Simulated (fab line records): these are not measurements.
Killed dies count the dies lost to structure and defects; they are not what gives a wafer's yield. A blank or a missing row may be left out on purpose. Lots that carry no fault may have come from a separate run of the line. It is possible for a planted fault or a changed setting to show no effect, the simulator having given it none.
A struck lot beside a sound one + flow sfq-line + 15 out of 325 route steps
Sound: the wafers L357.2, L357.4, L357.6. Wafers L367.1, L367.4, L367.6 were the ones struck. Last of all comes the cause.
Each step with rows lists, per side, the tool, then ch with its chambers, then its first start. Under that, the readings that differ: sound wafers + struck wafers + difference of the means + sigmas: that difference in standard deviations of wafers without a fault.
alike: same words and numbers on both sides, and readings whose means sit less than 2 such deviations apart. not compared: any withheld reading, any reading some wafer has no value for, any bound like >300 that may hide the same value, and any number with overlapping values for which the record gives no deviation.
Wherever a step has rows on one side only, a row that says differs or no value, or a row with sigmas, the two part there. Numbers that don't overlap but have no deviation are shown without sigmas and don't part them. A reading missing from all wafers of one side parts the sides only when that side holds two or more wafers.

first, 1 step without rows for these wafers: SFQ_TRILAYER_M2_STRIP_SOLV_CLEAN_062 (cleans in NMP, time 600 s).
SFQ_TRILAYER_I2_DEP_PECVD_063: deposits SiO2 from SiH4/N2O, time 111.11 s, target thk 500 nm.
  sound on pecvd-03 ch 0,2, day 34 11:26; struck on pecvd-03 ch 0,1, day 41 22:11
  alike: heater-power-w, throttle-valve-pct
SFQ_TRILAYER_I2_CMP_CMP_064: polishes SiO2.
  sound on cmp-01 ch 1,2, day 35 02:04; struck on cmp-02 ch 2,3, day 42 10:46
| reading                 | sound             | struck            | difference | sigmas |
|-------------------------|-------------------|-------------------|------------|--------|
| head-pressure-psi (psi) | 2.995 2.996 2.991 | 2.997 3.015 3.012 | +0.014     | +2     |
  alike: motor-current-A, time-to-endpoint-s
SFQ_I2_BOW_MEAS_917:
  sound on film-metro-04 at day 35 04:35; struck on film-metro-01 at day 42 13:46
  alike: I2_BOW
SFQ_TRILAYER_I2_METRO_MEASURE_065:
  sound on film-metro-04 at day 35 04:53; struck on film-metro-01 at day 42 13:53
  alike: thk-nm
then, 6 steps without rows for these wafers: SFQ_TRILAYER_I2_VIA_LITHO_COAT_072 (resist thk 62 nm); SFQ_TRILAYER_I2_VIA_LITHO_COAT_067 (resist thk 650 nm); SFQ_TRILAYER_I2_VIA_LITHO_SOFTBAKE_071; SFQ_TRILAYER_I2_VIA_LITHO_EXPOSE_068 (exposes mask I2, target cd 500 nm); SFQ_TRILAYER_I2_VIA_LITHO_PEB_070 (peb time 60 s); SFQ_TRILAYER_I2_VIA_LITHO_DEVELOP_069 (time 60 s).
SFQ_I2_OVL_MEAS_918:
  sound on overlay-01 at day 35 10:14; struck on overlay-02 at day 42 18:09
  alike: I2_OVL
SFQ_TRILAYER_I2_VIA_BARC_OPEN_VIA_ETCH_096: etches BARC in O2, target depth 125 nm, time 41.7 s.
  sound on rie-diel-03 ch 0,3, day 35 10:16; struck on rie-diel-03 ch 0,2,3, day 42 18:11
| reading                                                 | sound             | struck            | difference | sigmas |
|---------------------------------------------------------|-------------------|-------------------|------------|--------|
| oes-product-au (a.u.)                                   | 0.672 0.689 0.687 | 0.841 0.846 0.837 | +0.159     | +34    |
| run-length-s (s)                                        | 70.7 69.3 70.9    | 61.1 59.6 61.1    | -9.7       | -18    |
| model.KrF_of_TRILAYER_I2_VIA_LITHO_COAT_067.thk-nm (nm) | 574.2 576.9 572.6 | 586.2 583.8 584.8 | +10.4      |        |
  alike: drypump-motor-current-A
  not compared: rf-hours-counter-h
SFQ_TRILAYER_I2_VIA_ETCH_VIA_ETCH_070: etches SiO2 in CHF3, stops on Nb, target depth 260 nm.
  sound on rie-diel-03 ch 0,3, day 35 10:18; struck on rie-diel-03 ch 0,2,3, day 42 18:13
| reading                                                 | sound             | struck            | difference | sigmas |
|---------------------------------------------------------|-------------------|-------------------|------------|--------|
| model.KrF_of_TRILAYER_I2_VIA_LITHO_COAT_067.thk-nm (nm) | 528.5 532.8 526.8 | 542.5 538.7 539.9 | +11.0      |        |
  alike: drypump-motor-current-A, oes-product-au
SFQ_TRILAYER_I2_VIA_STRIP_STRIP_071: strips in O2.
  sound on rie-metal-02 ch 0, day 35 10:25; struck on rie-metal-02 ch 0,1, day 42 18:20
  alike: drypump-motor-current-A, oes-product-au
  not compared: rf-hours-counter-h

WHERE THEY PART
Earliest at SFQ_TRILAYER_I2_CMP_CMP_064; latest, in this record, at SFQ_TRILAYER_I2_VIA_BARC_OPEN_VIA_ETCH_096. Later steps at which nothing parts them and some readings are alike: SFQ_TRILAYER_I2_VIA_ETCH_VIA_ETCH_070, SFQ_TRILAYER_I2_VIA_STRIP_STRIP_071.

WHY: what had been put in by the simulator
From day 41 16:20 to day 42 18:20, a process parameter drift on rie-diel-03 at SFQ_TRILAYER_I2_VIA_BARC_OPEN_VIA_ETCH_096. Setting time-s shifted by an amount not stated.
